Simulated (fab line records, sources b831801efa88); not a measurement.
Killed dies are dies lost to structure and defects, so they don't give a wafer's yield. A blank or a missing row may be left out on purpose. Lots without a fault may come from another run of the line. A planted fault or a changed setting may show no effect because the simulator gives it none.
One fault seen from 2 desks | flow sky130 | each desk has only its own numbers; what lay behind them comes last

THE TOOL OWNER'S DESK: cmp-02
The tool's own readings at SKY_VIA2_CMP_02 (polishes SiO2): means of the sampled wafers that have a number, for each lot that ran on this tool. A lot is out of limits, marked OUT, if its mean lies more than 4 standard deviations from the usual mean; the brackets give that distance.
Columns: A = edge_zone_pressure_frac at SKY_VIA2_CMP_02, usual 1.000; B = motor_current_A at SKY_VIA2_CMP_02, usual 11.8 A; C = platen_rpm at SKY_VIA2_CMP_02, usual 60.00 rpm
lot  | first seen here | A     | B    | C
L501 | day 36 08:17    | 1.007 | 12.7 | 60.02
L502 | day 36 16:11    | 0.999 | 10.5 | 60.00
L503 | day 37 01:22    | 1.003 | 11.9 | 59.98
L512 | day 39 12:46    | 1.002 | 11.1 | 60.03
L521 | day 42 09:23    | 1.002 | 11.6 | 58.00 (-49) OUT
This desk's finding: out of limits on L521; first on L521, day 42 09:23 (platen_rpm at SKY_VIA2_CMP_02). In limits: L501, L502, L503, L512.

THE METROLOGY DESK
What the gauges read, lot by lot, whatever tool the lot ran on: means of the sampled wafers that have a number. A lot is out of limits, marked OUT, if its mean lies more than 4 standard deviations from the usual mean; the brackets give that distance.
Columns: A = METAL2_ALCU_RS at SKY_METAL2_RS_MEAS_05, usual 0.1265 ohm/sq
lot  | first seen here | A
L499 | day 34 13:05    | 0.1294
L500 | day 34 19:35    | 0.1276
L501 | day 35 04:29    | 0.1274
L502 | day 35 12:23    | 0.1273
L503 | day 35 22:39    | 0.1260
L504 | day 36 08:22    | 0.1284
L506 | day 36 22:29    | 0.1297
L507 | day 36 22:50    | 0.1266
L512 | day 38 11:11    | 0.1266
L514 | day 39 07:47    | 0.1261
L521 | day 41 08:37    | 0.1262
This desk's finding: nothing out of limits on any of the 11 lots.

PUT TOGETHER
The tool owner's desk could have raised an alarm at day 42 09:23, on L521.
The metrology desk saw nothing out of limits.
The metrology desk has L521 on record, within its limits.
Of the lots named, all ran SKY_VIA2_CMP_02 on cmp-02.

WHAT THE SIMULATOR HAD PUT IN
Process parameter drift: cmp-02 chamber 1, from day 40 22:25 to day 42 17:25, at SKY_VIA2_CMP_02. Setting platen_rpm, moved by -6, from 60. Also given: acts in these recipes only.
Lots struck among those shown: L521.
Hours from the fault's start to each desk's first reading out of limits: the tool owner's desk, 35.
